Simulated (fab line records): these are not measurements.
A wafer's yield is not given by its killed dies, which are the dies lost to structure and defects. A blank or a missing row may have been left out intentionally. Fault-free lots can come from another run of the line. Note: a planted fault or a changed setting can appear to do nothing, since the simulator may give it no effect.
Code-filled problem report in 8D (eight disciplines) form / flow gf180mcu / the parts of the form that need people (team, actions taken, sign-off) are left out

== 1. PROBLEM STATEMENT ==
rf_fwd_power_W at GF_STI_ETCH_14 reads a mean of 499.8 W on 2 wafers of 2 lots; wafers without a fault read 596.3 W with a standard deviation of 1.7. That puts it -57 standard deviations away from the usual mean.
The step: etches Si in HBr/Cl2/O2, target depth 360 nm, time 102.9 s.
The first sign was on wafer L262.4 at day 3 13:14, on rie_si-02. The record has a number at this step for 18 wafers belonging to 6 lots. Rule for "out", or "out of limits": more than 4 standard deviations from the usual mean. Any other wafer with a number is counted as sound.

== 2. WHAT IT IS AND WHAT IT IS NOT ==
question=which readings at this step | is=rf_fwd_power_W, oes_product_au | is not=drypump_motor_current_A
question=which lots | is=L262, L263 | is not=L255, L259, L265, L274
question=which wafers of those lots | is=L262.4, L263.6 | is not=L262.2, L262.5, L263.1, L263.2
question=read on which tools | is=rie_si-02 | is not=rie_si-01
question=when | is=from day 3 13:14 | is not=up to then (8 sound wafers); but 8 sound wafers of L263, L265, L274 came after

== 3. THE SUSPECTS, EACH WITH WHAT RULES IT OUT ==
Counting: a tool at a process step up to the reading stays a suspect if it ran every lot that is out. Sound lots after the first of them don't rule it out here, since some wafers of a struck lot are sound.
- rie_si-02 at GF_STI_ETCH_14 (etches Si in HBr/Cl2/O2, target depth 360 nm, time 102.9 s): kept. It processed each lot that is out (first: L262, day 3 13:14); up to then, its last sound lot is L255 (day 2 02:29). Its own oes_product_au, rf_fwd_power_W readings are out on those wafers.
- At GF_STI_ETCH_14, inside rie_si-02: chamber 0 took the wafers that are out, while their sound lot-mates went through chambers 1, 2, 3.
Remaining after the count: rie_si-02 at GF_STI_ETCH_14.

== 4. THE CAUSE (what the simulator had put in) ==
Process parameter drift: rie_si-02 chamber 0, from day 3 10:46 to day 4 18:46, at GF_STI_ETCH_14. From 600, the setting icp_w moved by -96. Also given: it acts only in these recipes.
This tool alone remained once counting was done.

== 5. THE EFFECT CHAIN, in route order ==
Each row: a reading whose mean over the struck wafers that have a number lies more than 3 standard deviations from the usual. Only readings whose record carries a usual standard deviation are examined. hours: median over the lots of the time between each lot's start at the first step of this table that gives one and its start at this step. sigmas: the change, counted in usual standard deviations.
hours=0; step=GF_STI_ETCH_14; reading=oes_product_au; usual=0.997 a.u.; on struck wafers=0.943; change=-0.054; sigmas=-9.0
hours=0; step=GF_STI_ETCH_14; reading=rf_fwd_power_W; usual=596.3 W; on struck wafers=499.8; change=-96.5; sigmas=-57
hours=0; step=GF_STI_ETCH_14; reading=throttle_valve_pct; usual=25.658 %; on struck wafers=25.699; change=+0.041; sigmas=+4.5
Here are the process steps it includes:
- GF_STI_ETCH_14: etches Si in HBr/Cl2/O2, target depth 360 nm, time 102.9 s.

== 6. WHAT WOULD HAVE CAUGHT IT SOONER ==
First out-of-limits reading in this record: day 3 13:14, which is 2 hours after fault onset at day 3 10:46.
